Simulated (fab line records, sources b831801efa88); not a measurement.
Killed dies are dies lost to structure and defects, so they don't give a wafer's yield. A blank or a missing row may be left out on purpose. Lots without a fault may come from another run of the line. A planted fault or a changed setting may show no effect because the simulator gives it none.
fab line records | flow gf180mcu
record lots=5 wafers=15 last_day=33
route steps=602 shown SAB@266
lots that met no fault: from a run of the same line without faults
start_h: hours from the record's first day to the start of the lot's first wafer shown | wait_h: hours since the lot's step before | " the same as in the row above | L1.1+2: a row that stands for several wafers | - no value, or no start given | * or withheld: withheld | < > ~ a bound
route shown NAME@n: a module of which the file shows steps, and the number in the route of the first | usual: mean/standard deviation of fault-free wafers | same: alike in all rows | chamber/n: place in a boat | sites: the reading at each site | _std_site: their standard deviation | _edge_site: outer sites' mean less inner sites' | radius_mm: how far each site lies from the wafer's centre | mask NAME#n: copy n | behind: the tool/chamber that last shaped the wafer | hold: why the lot was held/for how many hours/how that ended | device: the transistor (n, p or np) that didn't switch | end of line: the same wafers' tests at the end of the route | a step without rows: its recipe alone | killed: dies lost to structure and defects at the first sort, not the wafer's yield | map: a wafer's dies, x killed, . not, _ none there
set.NAME: the setting as run; set.NAME@STEP: as run at that earlier step | model.NAME: the simulator's own value behind a step, which no gauge read
lots at some steps of the route; a table a step, a row a wafer
services: from which hour (start_h, from the record's first day; less than 0 if before it) a tool's chamber was out of use, for how many hours, and why
## steps
# step GF_SAB_DEHYDRATE_02
# recipe temp_c=200 time_s=60
# columns lot.wafer tool chamber start_h wait_h
L074.2+5+6 litho_track-02 0 323.98 9.1
L078.2+4+6 litho_track-03 0 356.73 10.0
L088.2+3+4 litho_track-02 0 451.72 11.1
L089.2+3+6 litho_track-04 0 464.49 12.2
L093.3+5+6 litho_track-02 0 501.60 10.9
# step GF_SAB_HMDS_03
# recipe prime_time_s=60 prime_temp_c=120
# same prime_time_s=60
# columns lot.wafer tool chamber start_h wait_h
L074.2+5+6 litho_track-02 0 324.13 0.1
L078.2+4+6 litho_track-03 0 356.88 0.1
L088.2+3+4 litho_track-02 0 451.87 0.1
L089.2+3+6 litho_track-04 0 464.64 0.1
L093.3+5+6 litho_track-02 0 501.75 0.1
# step GF_SAB_COAT_04
# recipe resist=NOVOLAK spin_rpm=3000 resist_thk_nm=1000
# usual dispense_pressure_kPa=47.3/2.3
# columns lot.wafer tool chamber start_h wait_h dispense_pressure_kPa
L074.2 litho_track-02 0 324.28 0.1 44.6
L074.5 " 0 " " 44.6
L074.6 " 0 " " 44.6
L078.2 litho_track-03 0 357.03 0.1 49.5
L078.4 " 0 " " 49.5
L078.6 " 0 " " 49.5
L088.2 litho_track-02 0 452.02 0.1 44.6
L088.3 " 0 " " 44.6
L088.4 " 0 " " 44.6
L089.2 litho_track-04 0 464.79 0.1 48.5
L089.3 " 0 " " 48.5
L089.6 " 0 " " 48.5
L093.3 litho_track-02 0 501.90 0.1 44.6
L093.5 " 0 " " 44.6
L093.6 " 0 " " 44.6
# step GF_SAB_SOFTBAKE_05
# recipe temp_c=90 time_s=60 resist=NOVOLAK
# columns lot.wafer tool chamber start_h wait_h
L074.2+5+6 litho_track-02 0 324.43 0.1
L078.2+4+6 litho_track-03 0 357.18 0.1
L088.2+3+4 litho_track-02 0 452.17 0.1
L089.2+3+6 litho_track-04 0 464.94 0.1
L093.3+5+6 litho_track-02 0 502.05 0.1
# step GF_SAB_EXPOSE_06
# recipe mask_id=SAB target_cd_nm=420 na=0.6 source_shape=conventional sigma_outer=0.6 dose_mj=140
# columns lot.wafer tool chamber start_h wait_h mask
L074.2+5+6 iline_stepper-01 0 - - SAB#0
L078.2+4+6 iline_stepper-01 0 - - SAB#0
L088.2+3+4 iline_stepper-01 0 - - SAB#0
L089.2+3+6 iline_stepper-01 0 - - SAB#0
L093.3+5+6 iline_stepper-02 0 - - SAB#0
# step GF_SAB_PEB_07
# recipe temp_c=withheld time_s=* resist=NOVOLAK
# columns lot.wafer tool chamber start_h wait_h
L074.2+5+6 litho_track-04 0 - -
L078.2+4+6 litho_track-04 0 - -
L088.2+3+4 litho_track-03 0 - -
L089.2+3+6 litho_track-03 0 - -
L093.3+5+6 litho_track-02 0 - -
# step GF_SAB_DEVELOP_08
# recipe develop_time_s=60 dev_temp_c=23
# usual developer_temp_C=22.99/0.1
# columns lot.wafer tool chamber start_h wait_h developer_temp_C
L074.2 litho_track-04 0 335.30 0.1 22.96
L074.5 " 0 " " 23.03
L074.6 " 0 " " 22.99
L078.2 litho_track-04 0 367.80 0.1 22.87
L078.4 " 0 " " 23.04
L078.6 " 0 " " 22.90
L088.2 litho_track-03 0 465.13 0.1 23.18
L088.3 " 0 " " 23.14
L088.4 " 0 " " 23.15
L089.2 litho_track-03 0 476.28 0.1 23.04
L089.3 " 0 " " 23.13
L089.6 " 0 " " 23.02
L093.3 litho_track-02 0 514.10 0.1 23.01
L093.5 " 0 " " 23.05
L093.6 " 0 " " 22.95
# step GF_SAB_CD_MEAS_09
# recipe target_cd_nm=420
# usual cd_nm=419.3/2.2
# columns lot.wafer tool chamber start_h wait_h cd_nm
L074.2 cd_sem-01 - 335.44 0.1 419.7
L074.5 " - " " 421.4
L074.6 " - " " 422.4
L078.2 cd_sem-02 - 367.94 0.1 419.8
L078.4 " - " " 419.5
L078.6 " - " " 419.5
L088.2 cd_sem-02 - 465.27 0.1 421.7
L088.3 " - " " 419.5
L088.4 " - " " 419.4
L089.2 cd_sem-01 - 476.42 0.1 420.6
L089.3 " - " " 421.2
L089.6 " - " " 419.5
L093.3 cd_sem-02 - 514.24 0.1 421.8
L093.5 " - " " 419.7
L093.6 " - " " 420.3
# step GF_SAB_OVL_MEAS_10
# usual SAB_OVL=-0.2/1.4
# columns lot.wafer tool chamber start_h wait_h SAB_OVL[nm]
L074.2 overlay-01 - 335.55 0.1 0.4
L074.5 " - " " 0.7
L074.6 " - " " 0.3
L078.2 overlay-02 - 368.05 0.1 -1.8
L078.4 " - " " -2.2
L078.6 " - " " -0.8
L088.2 overlay-02 - 465.38 0.1 -2.7
L088.3 " - " " -0.9
L088.4 " - " " -0.5
L089.2 overlay-02 - 476.53 0.1 0.1
L089.3 " - " " -2.3
L089.6 " - " " -2.0
L093.3 overlay-02 - 514.33 0.1 1.8
L093.5 " - " " 2.5
L093.6 " - " " 2.3
# step GF_SAB_ETCH_11
# recipe chemistry=C4F8/O2/Ar mask_material=NOVOLAK target=SiO2 target_depth_nm=55 source_w=1500 bias_w=1200 pressure_mtorr=40 c4f8_flow_sccm=withheld O2_flow_sccm=6 Ar_flow_sccm=300 time_s=8.5
# usual oes_product_au=1.000/0.0087
# columns lot.wafer tool chamber start_h wait_h oes_product_au rf_hours_counter_h
L074.2 rie_diel-02 1 335.58 0.0 1.000 4
L074.5 " 1 " " 1.006 -
L074.6 " 2 " " 0.994 -
L078.2 rie_diel-02 2 368.08 0.0 0.988 5
L078.4 " 1 " " 1.008 4
L078.6 " 0 " " 1.000 -
L088.2 rie_diel-02 1 465.41 0.0 1.003 7
L088.3 " 2 " " 0.991 7
L088.4 " 1 " " 1.010 -
L089.2 rie_diel-02 0 476.56 0.0 1.014 57
L089.3 " 2 " " 0.986 8
L089.6 " 2 " " 0.987 -
L093.3 rie_diel-03 1 514.35 0.0 1.001 18
L093.5 " 0 " " 1.003 -
L093.6 " 3 " " 1.003 -
# step GF_SAB_WET_ETCH_12
# recipe chemistry=dHF target_depth_nm=22 dry=n2_spin target=SiO2 temp_c=25 dilution=100:1 time_s=440
# columns lot.wafer tool chamber start_h wait_h
L074.2+5+6 wet_bench-01 3 335.60 0.0
L078.2+4+6 wet_bench-01 1 368.10 0.0
L088.2+3+4 wet_bench-03 0 465.43 0.0
L089.2+3+6 wet_bench-01 1 476.58 0.0
L093.3+5+6 wet_bench-01 1 514.38 0.0
## services
# columns tool chamber start_h hours kind
iline_stepper-02 - 321.80 8.9 pm
wet_bench-03 - 334.05 2.0 repair
iline_stepper-01 - 334.83 0.6 repair
rie_diel-02 1 339.45 10.5 repair
rie_diel-03 3 341.95 15.4 repair
wet_bench-01 - 343.96 0.6 repair
rie_diel-03 0 357.32 - clean
rie_diel-03 0 357.32 15.3 scheduled_down
rie_diel-03 0 357.32 15.3 vent_cycle
rie_diel-03 - 371.53 0.9 repair
rie_diel-02 2 393.19 5.9 repair
iline_stepper-02 - 409.58 2.1 pm
iline_stepper-02 - 411.66 - consumable_replace:lamp
rie_diel-02 3 456.71 - clean
rie_diel-02 3 456.71 20.6 scheduled_down
rie_diel-02 3 456.71 20.6 vent_cycle
rie_diel-03 3 467.44 21.4 repair
iline_stepper-01 - 474.98 1.7 pm
iline_stepper-02 - 476.65 1.7 pm
iline_stepper-02 - 489.70 7.5 repair
rie_diel-02 1 500.24 4.7 repair
## key
fault none
